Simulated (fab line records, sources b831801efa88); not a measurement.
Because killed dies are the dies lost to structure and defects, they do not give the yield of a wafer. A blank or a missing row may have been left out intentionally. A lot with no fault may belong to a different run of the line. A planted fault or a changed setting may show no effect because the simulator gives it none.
Which tool is to blame?	flow sky130	6 lots (18 wafers sampled), 1 step of a 708-step route

## WHAT THE GAUGES READ, wafer by wafer
SKY_VT_ADJUST_LVTN_TW_MEAS_10.
lot	measured	on	VT_ADJUST_LVTN_TW
L482	day 7 10:15	film-metro-02	242.1 241.3 241.2
L488	day 9 02:23	film-metro-02	242.2 241.8 242.7
L491	day 9 18:34	film-metro-04	240.3 241.0 239.6
L493	day 10 05:08	film-metro-01	243.4 242.2 243.1
L495	day 10 22:35	film-metro-04	241.2 240.0 240.7
L503	day 13 00:05	film-metro-01	246.7 244.3 245.1

## EACH LOT AND THE TOOL THAT RAN IT (in order: tool; ch and the chambers of the sampled wafers; start)
Before these readings, the record contains no process step.

## THE ANSWER, worked out from the rows above alone
Rule: the lots themselves supply what counts as usual. Put in order of their means at a reading, lots are off if they are a third of the lots or fewer, leave a main group of 4 or more, and stand apart from it by a gap of 3 or more times the standard deviation of the main group's means; of several such gaps the widest counts. A main group is skipped when, at the precision printed for the reading in the tables above, its means are all equal. Also off: a lot with no number at a reading for which 4 or more lots have one. Where the step has rows for the other lots, those lots are counted as sound.
None of the lots is off at any reading shown; this tells nothing.

## WHAT THE SIMULATOR HAD PUT IN
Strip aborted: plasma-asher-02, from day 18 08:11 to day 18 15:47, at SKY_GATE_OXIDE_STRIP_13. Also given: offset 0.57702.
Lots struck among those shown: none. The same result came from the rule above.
